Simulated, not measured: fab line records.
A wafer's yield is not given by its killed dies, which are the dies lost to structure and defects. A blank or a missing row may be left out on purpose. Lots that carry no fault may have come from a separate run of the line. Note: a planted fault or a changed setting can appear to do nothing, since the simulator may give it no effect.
fab line records	flow sky130
[record] lots = 6	wafers = 18	lastDay = 51
route steps=708 shown SPACER@306 POLY_CUT@307 PAD_OPEN@708
lots with no fault: from the same line, run without faults
startH: the number of hours between the record's first day and the start of the first shown wafer of the lot	waitH: hours from the lot's prior step to this one	" unchanged from the row above	L1.1+2: one row covering several wafers at once	- either no value or no given start	* or withheld: withheld	< > ~ a bound
route shown NAME@n: NAME is a module with steps in the file, n the number in the route of the first one	usual: mean and standard deviation over wafers with no fault	same: alike in all rows	chamber/n: place in a boat	sites: the reading at each site	_std_site: how widely they spread, as a standard deviation	_edge_site: inner sites' mean taken away from outer sites' mean	radiusMm: for every site, how far away it sits from the centre of the wafer	mask NAME#n: copy n	behind: tool/chamber where the wafer was last shaped	hold: why the lot was held/for how many hours/how that ended	device: names the non-switching transistor (n, p or np)	end of line: tests of these same wafers at the route's end	a step with no rows: only its recipe	killed: not the wafer's yield, but the dies lost to structure and defects at the first sort	map: a wafer's dies, marking killed ones x, the rest . and places with no die _
set.NAME: the setting as run; set.NAME@STEP: as run at that earlier step	model.NAME: the simulator's own value behind a step, which no gauge read
lots seen at some steps along the route; tables by step, rows by wafer
services: from which hour (startH, from the record's first day; less than 0 if before it) a tool's chamber was out of use, for how many hours, and why
[[steps]]
[step SKY_SPACER_ETCHBACK_02]
[recipe] chemistry = CH3F/O2	target = Si3N4	stopOn = SiO2	sourceW = 400	biasW = 80	pressureMtorr = 25	ch3fFlowSccm = 40	O2_flow_sccm = 30	timeS = 46.7	targetDepthA = 450
[usual] O2_flow_sccm = 30.01/0.1	drypumpMotorCurrentA = 5.6/0.52	oesProductAu = 0.856/0.0065	throttleValvePct = 10.563/0.0093
lot.wafer	tool	chamber	startH	waitH	O2_flow_sccm	drypumpMotorCurrentA	oesProductAu	rfHoursCounterH	throttleValvePct
L906.2	rieDiel-04	1	546.52	0.0	30.01	5.1	0.862	4	10.571
L906.3	"	3	"	"	30.26	6.6	0.862	6	10.563
L906.6	"	1	"	"	29.83	5.1	0.877	-	10.564
L909.1	rieDiel-01	2	578.40	0.1	30.21	6.1	0.854	24	10.562
L909.2	"	0	"	"	29.79	5.5	0.855	5	10.563
L909.6	"	2	"	"	30.24	6.1	0.863	-	10.554
L911.1	rieDiel-02	2	590.87	0.1	29.97	6.1	0.853	26	10.576
L911.4	"	3	"	"	30.04	5.0	0.857	2	10.566
L911.5	"	1	"	"	30.13	6.1	0.857	-	10.553
L921.1	rieDiel-02	1	689.49	0.1	29.93	6.1	0.857	13	10.556
L921.3	"	3	"	"	30.00	5.0	0.862	5	10.568
L921.6	"	1	"	"	29.92	6.1	0.855	-	10.572
L924.4	rieDiel-01	2	717.06	0.0	30.17	6.0	0.855	-	10.557
L924.5	"	3	"	"	29.96	5.1	0.855	-	10.548
L924.6	"	0	"	"	30.11	5.5	0.852	-	10.570
L928.1	rieDiel-04	1	732.80	0.1	30.06	5.2	0.870	9	10.570
L928.3	"	0	"	"	30.08	5.3	0.862	2	10.550
L928.6	"	2	"	"	30.14	5.6	0.866	-	10.554
[step SKY_POLY_CUT_DEHYDRATE_00]
[recipe] tempC = 200	timeS = 60
[step SKY_POLY_CUT_HMDS_01]
[recipe] primeTimeS = 60	primeTempC = 120
[step SKY_POLY_CUT_COAT_02]
[recipe] resist = BARC	tempC = withheld	timeS = withheld	spinRpm = 3000	resistThkNm = 60
[step SKY_POLY_CUT_COAT_03]
[recipe] resist = KrF-thick	spinRpm = 3000	resistThkNm = 450
[step SKY_POLY_CUT_SOFTBAKE_04]
[recipe] tempC = 100	timeS = 90	resist = KrF-thick
[step SKY_POLY_CUT_EXPOSE_05]
[recipe] maskId = NPCM	na = 0.8	sourceShape = annular	sigmaInner = 0.55	sigmaOuter = 0.85	targetCdNm = 270	doseMj = 32
[step SKY_POLY_CUT_PEB_06]
[recipe] pebTempC = withheld	pebTimeS = withheld	resist = KrF-thick
[step SKY_POLY_CUT_DEVELOP_07]
[recipe] developTimeS = 60	resist = KrF-thick	devTempC = 21
[step SKY_POLY_CUT_CD_MEAS_08]
[recipe] targetCdNm = 270
[usual] cdNm = 270.2/1.4
lot.wafer	tool	chamber	startH	waitH	cdNm
L906.2	cdSem-01	-	577.44	-	269.4
L906.3	"	-	"	"	271.0
L906.6	"	-	"	"	271.4
L909.1	cdSem-02	-	608.37	-	271.0
L909.2	"	-	"	"	271.5
L909.6	"	-	"	"	270.5
L911.1	cdSem-01	-	620.55	-	269.8
L911.4	"	-	"	"	267.9
L911.5	"	-	"	"	267.8
L921.1	cdSem-02	-	717.62	-	270.7
L921.3	"	-	"	"	272.0
L921.6	"	-	"	"	271.7
L924.4	cdSem-02	-	744.79	-	271.0
L924.5	"	-	"	"	268.1
L924.6	"	-	"	"	271.4
L928.1	cdSem-02	-	759.99	-	272.1
L928.3	"	-	"	"	272.6
L928.6	"	-	"	"	271.7
[step SKY_POLY_CUT_OVL_MEAS_09]
[usual] POLY_CUT_OVL = -1/5.2
lot.wafer	tool	chamber	startH	waitH	POLY_CUT_OVL[nm]
L906.2	overlay-02	-	577.55	0.1	2
L906.3	"	-	"	"	7
L906.6	"	-	"	"	5
L909.1	overlay-02	-	608.49	0.1	7
L909.2	"	-	"	"	7
L909.6	"	-	"	"	7
L911.1	overlay-01	-	620.68	0.1	3
L911.4	"	-	"	"	6
L911.5	"	-	"	"	-1
L921.1	overlay-02	-	717.74	0.1	-6
L921.3	"	-	"	"	2
L921.6	"	-	"	"	-6
L924.4	overlay-02	-	744.86	0.1	-4
L924.5	"	-	"	"	-2
L924.6	"	-	"	"	1
L928.1	overlay-02	-	760.11	0.1	5
L928.3	"	-	"	"	1
L928.6	"	-	"	"	-5
[step SKY_POLY_CUT_ETCH_10]
[recipe] chemistry = N2/H2	target = BARC	ionEnergyEv = 200	sourceW = 500	biasW = 100	pressureMtorr = 30	n2FlowSccm = 100	h2FlowSccm = 200	stopOn = SiO2	timeS = 45.9	targetDepthA = 600
[usual] biasW = 100.0/0.31	chamberPressureMTorr = 29.999/0.03	drypumpMotorCurrentA = 5.6/0.46	oesProductAu = 0.855/0.0047	throttleValvePct = 13.225/0.0086
lot.wafer	tool	chamber	startH	waitH	biasW	chamberPressureMTorr	drypumpMotorCurrentA	oesProductAu	rfHoursCounterH	throttleValvePct
L906.2	rieDiel-02	0	577.58	0.0	99.8	30.020	5.1	0.851	4	13.219
L906.3	"	3	"	"	100.0	29.986	5.0	0.852	2	13.229
L906.6	"	3	"	"	100.3	29.988	5.0	0.852	-	13.218
L909.1	rieDiel-03	2	608.53	0.0	100.3	30.014	5.9	0.851	17	13.224
L909.2	"	0	"	"	100.0	30.046	5.2	0.856	0	13.217
L909.6	"	0	"	"	100.2	29.951	5.2	0.851	-	13.231
L911.1	rieDiel-02	3	620.71	0.0	100.3	30.002	5.0	0.859	3	13.212
L911.4	"	0	"	"	100.3	29.989	5.2	0.858	6	13.218
L911.5	"	1	"	"	99.8	30.017	6.1	0.850	-	13.229
L921.1	rieDiel-02	2	717.78	0.0	99.7	29.989	6.2	0.849	29	13.220
L921.3	"	3	"	"	100.1	29.965	5.0	0.851	5	13.228
L921.6	"	3	"	"	99.8	29.993	5.0	0.862	-	13.216
L924.4	rieDiel-03	2	744.88	0.0	99.9	29.966	5.9	0.853	20	13.231
L924.5	"	2	"	"	99.8	29.962	5.9	0.854	-	13.223
L924.6	"	1	"	"	100.1	30.050	6.0	0.858	-	13.212
L928.1	rieDiel-03	1	760.15	0.0	100.0	30.009	6.0	0.862	2	13.211
L928.3	"	3	"	"	99.7	30.000	6.2	0.850	11	13.229
L928.6	"	3	"	"	99.4	30.037	6.2	0.854	-	13.229
[step SKY_POLY_CUT_ETCH_11]
[recipe] target = Si3N4	chemistry = CF4/CH2F2/Ar	stopOn = poly-Si	sourceW = 600	biasW = 150	pressureMtorr = 40	cf4FlowSccm = 40	ch2f2FlowSccm = 20	Ar_flow_sccm = 150	timeS = 42.5	targetDepthA = 600
[usual] biasW = 150.0/0.49	cf4FlowSccm = 39.99/0.12	drypumpMotorCurrentA = 5.6/0.46	oesProductAu = 0.829/0.007	throttleValvePct = 14.996/0.0089
lot.wafer	tool	chamber	startH	waitH	biasW	cf4FlowSccm	drypumpMotorCurrentA	oesProductAu	rfHoursCounterH	throttleValvePct
L906.2	rieDiel-02	0	577.62	0.0	150.4	39.94	5.2	0.818	4	14.996
L906.3	"	3	"	"	149.9	39.86	5.0	0.828	2	14.986
L906.6	"	3	"	"	150.0	40.09	5.0	0.829	-	15.003
L909.1	rieDiel-03	2	608.57	0.0	-	-	-	-	-	-
L909.2	"	0	"	"	-	-	-	-	-	-
L909.6	"	0	"	"	-	-	-	-	-	-
L911.1	rieDiel-02	3	620.75	0.0	-	-	-	-	-	-
L911.4	"	0	"	"	-	-	-	-	-	-
L911.5	"	1	"	"	-	-	-	-	-	-
L921.1	rieDiel-02	2	717.82	0.0	150.4	40.14	6.2	0.839	29	14.994
L921.3	"	3	"	"	149.2	40.00	5.0	0.832	5	14.996
L921.6	"	3	"	"	150.5	40.04	5.0	0.832	-	15.002
L924.4	rieDiel-03	2	744.92	0.0	150.1	39.99	5.9	0.832	20	15.003
L924.5	"	2	"	"	150.1	40.16	5.9	0.836	-	14.981
L924.6	"	1	"	"	150.4	40.07	6.0	0.836	-	14.998
L928.1	rieDiel-03	1	760.19	0.0	150.2	40.16	6.0	0.837	2	14.989
L928.3	"	3	"	"	149.7	40.11	6.2	0.832	11	15.012
L928.6	"	3	"	"	149.4	40.06	6.2	0.837	-	15.007
[step SKY_POLY_CUT_STRIP_12]
[recipe] chemistry = O2/N2	powerW = 1400	pressureMtorr = 1500	platenTempC = withheld	o2FlowSccm = 3000	n2FlowSccm = 300	overashFraction = 0.5
[usual] drypumpMotorCurrentA = 5.5/0.48	oesProductAu = 0.452/0.0045	stripTimeToEndpointS = 5.356/0.017
lot.wafer	tool	chamber	startH	waitH	drypumpMotorCurrentA	oesProductAu	rfHoursCounterH	stripTimeToEndpointS
L906.2	plasmaAsher-02	1	577.66	0.0	5.6	0.457	45	5.360
L906.3	"	1	"	"	5.6	0.454	-	5.345
L906.6	"	1	"	"	5.6	0.448	-	5.355
L909.1	plasmaAsher-03	1	608.61	0.0	5.8	0.457	89	5.367
L909.2	"	0	"	"	6.3	0.451	89	5.351
L909.6	"	0	"	"	6.4	0.452	-	5.329
L911.1	plasmaAsher-01	1	620.80	0.0	4.8	0.449	81	5.347
L911.4	"	0	"	"	5.7	0.449	-	5.334
L911.5	"	1	"	"	4.8	0.447	-	5.336
L921.1	plasmaAsher-03	1	717.86	0.0	5.8	0.455	100	5.333
L921.3	"	0	"	"	6.3	0.455	-	5.339
L921.6	"	1	"	"	5.8	0.436	-	5.343
L924.4	plasmaAsher-01	0	745.00	0.1	5.7	0.458	-	5.374
L924.5	"	1	"	"	4.8	0.448	-	5.370
L924.6	"	0	"	"	5.7	0.448	-	5.369
L928.1	plasmaAsher-03	0	760.23	0.0	6.3	0.456	2	5.383
L928.3	"	0	"	"	6.3	0.453	-	5.386
L928.6	"	1	"	"	5.8	0.457	-	5.393
[step SKY_PAD_OPEN_PROBE_99]
[usual] killed_at_M0_to_M3 = 44/7.4	killed_at_M4_up = 3.1/1.8	killedAtContacts = 25/6	killedAtFrontEnd = 15/4.4	killedAtOther = 0.3/0.49	killedDies = 88/10	killedOnRim = 17/3.6	killedOpen = 48/7.4	killedShort = 39/6.3
[same] grossDies = 492	killedAtBackSide = 0
lot.wafer	tool	chamber	startH	waitH	killed_at_M0_to_M3	killed_at_M4_up	killedAtContacts	killedAtFrontEnd	killedAtOther	killedDies	killedOnRim	killedOpen	killedShort
L909.1	prober-01	-	1118.00	0.1	42	2	19	429	0	492	96	39	42
L909.2	prober-01	-	1118.05	0.1	48	4	24	415	1	492	96	42	43
L909.6	prober-01	-	1118.25	0.2	37	2	30	423	0	492	96	49	33
L911.1	prober-02	-	1124.55	0.1	48	5	31	408	0	492	96	45	48
L911.4	prober-02	-	1124.70	0.2	45	2	18	427	0	492	96	40	41
L911.5	prober-02	-	1124.75	0.2	48	6	30	408	0	492	96	54	46
L924.4	prober-01	-	1207.27	0.2	31	1	25	18	0	75	13	40	35
L924.5	prober-01	-	1207.32	0.2	48	3	19	15	1	86	22	49	37
L924.6	prober-01	-	1207.37	0.2	33	4	33	13	1	84	16	47	37
// killed by level:class
L909.1 POLY_CUT:areaEtch=411 CONTACT:geometricParticle:open=8 FIELD_ISO:geometricParticle:short=6 VIA1:geometricParticle:short=6 VIA1:geometricParticle:open=6 VIA3:geometricParticle:open=6 VIA2:geometricParticle:open=5 SPACER:geometricParticle:short=4
L909.2 POLY_CUT:areaEtch=407 METAL1:geometricParticle:short=11 LI_CONTACT:geometricParticle:open=9 VIA2:geometricParticle:open=7 CONTACT:geometricParticle:short=6 VIA1:geometricParticle:open=6 VIA3:geometricParticle:open=6 CONTACT:geometricParticle:open=5
L909.6 POLY_CUT:areaEtch=410 LI_CONTACT:geometricParticle:open=13 VIA1:geometricParticle:open=10 CONTACT:geometricParticle:open=7 VIA3:geometricParticle:open=7 CONTACT:geometricParticle:short=6 METAL3:geometricParticle:short=5 FIELD_ISO:geometricParticle:short=4
L911.1 POLY_CUT:areaEtch=399 CONTACT:geometricParticle:open=10 METAL2:geometricParticle:short=10 CONTACT:geometricParticle:short=9 METAL1:geometricParticle:short=8 VIA1:geometricParticle:open=7 VIA3:geometricParticle:open=7 VIA2:geometricParticle:open=6
L911.4 POLY_CUT:areaEtch=411 VIA3:geometricParticle:open=10 VIA1:geometricParticle:short=6 VIA1:geometricParticle:open=6 LI_CONTACT:geometricParticle:short=5 VIA2:geometricParticle:open=5 FIELD_ISO:geometricParticle:short=4 CONTACT:geometricParticle:open=4
L911.5 POLY_CUT:areaEtch=392 VIA1:geometricParticle:open=16 CONTACT:geometricParticle:open=12 POLY_GATE:geometricParticle:short=8 LI_CONTACT:geometricParticle:open=8 VIA2:geometricParticle:open=7 METAL1:geometricParticle:short=6 VIA1:geometricParticle:short=5
L924.4 CONTACT:geometricParticle:open=10 FIELD_ISO:geometricParticle:open=8 CONTACT:geometricParticle:short=7 METAL3:geometricParticle:short=6 LI_CONTACT:geometricParticle:open=5 VIA1:geometricParticle:open=5 METAL1:geometricParticle:short=5 FIELD_ISO:geometricParticle:short=4
L924.5 VIA1:geometricParticle:open=10 METAL1:geometricParticle:short=7 VIA3:geometricParticle:open=7 POLY_GATE:geometricParticle:open=6 VIA2:geometricParticle:open=6 FIELD_ISO:geometricParticle:open=5 VIA2:geometricParticle:short=5 CONTACT:geometricParticle:short=5
L924.6 CONTACT:geometricParticle:open=14 LI_CONTACT:geometricParticle:open=8 METAL2:geometricParticle:short=7 VIA1:geometricParticle:short=6 VIA1:geometricParticle:open=6 VIA2:geometricParticle:open=4 METAL4:geometricParticle:short=4 FIELD_ISO:geometricParticle:open=3
// map L909.1 (x killed, . not)
__________xxxxxxxxxx_________
________xxxxxxxxxxxxxx_______
______xxxxxxxxxxxxxxxxxx_____
_____xxxxxxxxxxxxxxxxxxxx____
____xxxxxxxxxxxxxxxxxxxxxx___
___xxxxxxxxxxxxxxxxxxxxxxxx__
__xxxxxxxxxxxxxxxxxxxxxxxxxx_
_xxxxxxxxxxxxxxxxxxxxxxxxxxxx
_xxxxxxxxxxxxxxxxxxxxxxxxxxxx
_xxxxxxxxxxxxxxxxxxxxxxxxxxxx
_xxxxxxxxxxxxxxxxxxxxxxxxxxxx
_xxxxxxxxxxxxxxxxxxxxxxxxxxxx
_xxxxxxxxxxxxxxxxxxxxxxxxxxxx
_xxxxxxxxxxxxxxxxxxxxxxxxxxxx
_xxxxxxxxxxxxxxxxxxxxxxxxxxxx
__xxxxxxxxxxxxxxxxxxxxxxxxxx_
___xxxxxxxxxxxxxxxxxxxxxxxx__
____xxxxxxxxxxxxxxxxxxxxxx___
_____xxxxxxxxxxxxxxxxxxxx____
______xxxxxxxxxxxxxxxxxx_____
________xxxxxxxxxxxxxx_______
__________xxxxxxxxxx_________
// map L911.1 (x killed, . not)
__________xxxxxxxxxx_________
________xxxxxxxxxxxxxx_______
______xxxxxxxxxxxxxxxxxx_____
_____xxxxxxxxxxxxxxxxxxxx____
____xxxxxxxxxxxxxxxxxxxxxx___
___xxxxxxxxxxxxxxxxxxxxxxxx__
__xxxxxxxxxxxxxxxxxxxxxxxxxx_
_xxxxxxxxxxxxxxxxxxxxxxxxxxxx
_xxxxxxxxxxxxxxxxxxxxxxxxxxxx
_xxxxxxxxxxxxxxxxxxxxxxxxxxxx
_xxxxxxxxxxxxxxxxxxxxxxxxxxxx
_xxxxxxxxxxxxxxxxxxxxxxxxxxxx
_xxxxxxxxxxxxxxxxxxxxxxxxxxxx
_xxxxxxxxxxxxxxxxxxxxxxxxxxxx
_xxxxxxxxxxxxxxxxxxxxxxxxxxxx
__xxxxxxxxxxxxxxxxxxxxxxxxxx_
___xxxxxxxxxxxxxxxxxxxxxxxx__
____xxxxxxxxxxxxxxxxxxxxxx___
_____xxxxxxxxxxxxxxxxxxxx____
______xxxxxxxxxxxxxxxxxx_____
________xxxxxxxxxxxxxx_______
__________xxxxxxxxxx_________
[[services]]
tool	chamber	startH	hours	kind
rieDiel-01	2	526.94	2.4	repair
rieDiel-04	1	529.66	2.7	repair
plasmaAsher-02	-	532.36	11.8	pm
plasmaAsher-03	-	536.17	4.3	pm
plasmaAsher-01	-	539.71	0.5	repair
rieDiel-01	-	551.27	2.8	pm
rieDiel-01	2	559.76	8.3	repair
rieDiel-03	0	582.51	-	clean
rieDiel-03	0	582.51	14.5	scheduledDown
rieDiel-03	0	582.51	14.5	ventCycle
rieDiel-01	1	589.14	5.2	repair
rieDiel-02	-	598.16	2.8	pm
rieDiel-03	1	621.13	-	clean
rieDiel-03	1	621.13	23.3	scheduledDown
rieDiel-03	1	621.13	23.3	ventCycle
rieDiel-03	-	657.81	14.6	pm
rieDiel-01	1	680.49	132.0	repair
plasmaAsher-03	-	693.75	2.8	repair
rieDiel-01	3	694.55	10.0	repair
rieDiel-03	-	697.02	11.9	repair
plasmaAsher-02	-	712.92	1.5	repair
plasmaAsher-03	-	733.75	9.0	pm
rieDiel-01	0	742.49	2.3	repair
rieDiel-03	0	756.45	5.8	repair
[[key]]
[firstSign] step = SKY_POLY_CUT_ETCH_11	reading = toolRecord	direction = missing
[effect] step = SKY_PAD_OPEN_PROBE_99	reading = killedAtFrontEnd	direction = up	sigmas = 91	usual = 15	struck = 418
[moreKillsBornAt] SKY_POLY_CUT_ETCH_11@rieDiel-03 = 1228	SKY_POLY_CUT_ETCH_11@rieDiel-02 = 1202
metAt SKY_POLY_CUT_ETCH_11
struckWafers L909.1,L909.2,L909.6,L911.1,L911.4,L911.5
laterRowsLeftOut L909.1,L909.2,L909.6,L911.1,L911.4,L911.5
testerLeftOut L909,L911
onsetBetween 577.62 608.57
[fault] kind = skippedStepWhole	tool = rieDiel-02,rieDiel-03	chamber = -	onsetH = 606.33	steps = SKY_POLY_CUT_ETCH_11	scope = struckLotsOnly
// testerLeftOut: of these lots the tester's yield and bins aren't shown, on N5 and GAA mostly nor the transistor test; their killed dies are dies lost to structure and defects alone, not to doping, threshold or leakage, so they don't give the yield
// laterRowsLeftOut: the simulator's readings of these wafers behind a module that went badly wrong aren't trusted and aren't shown, but for the sort
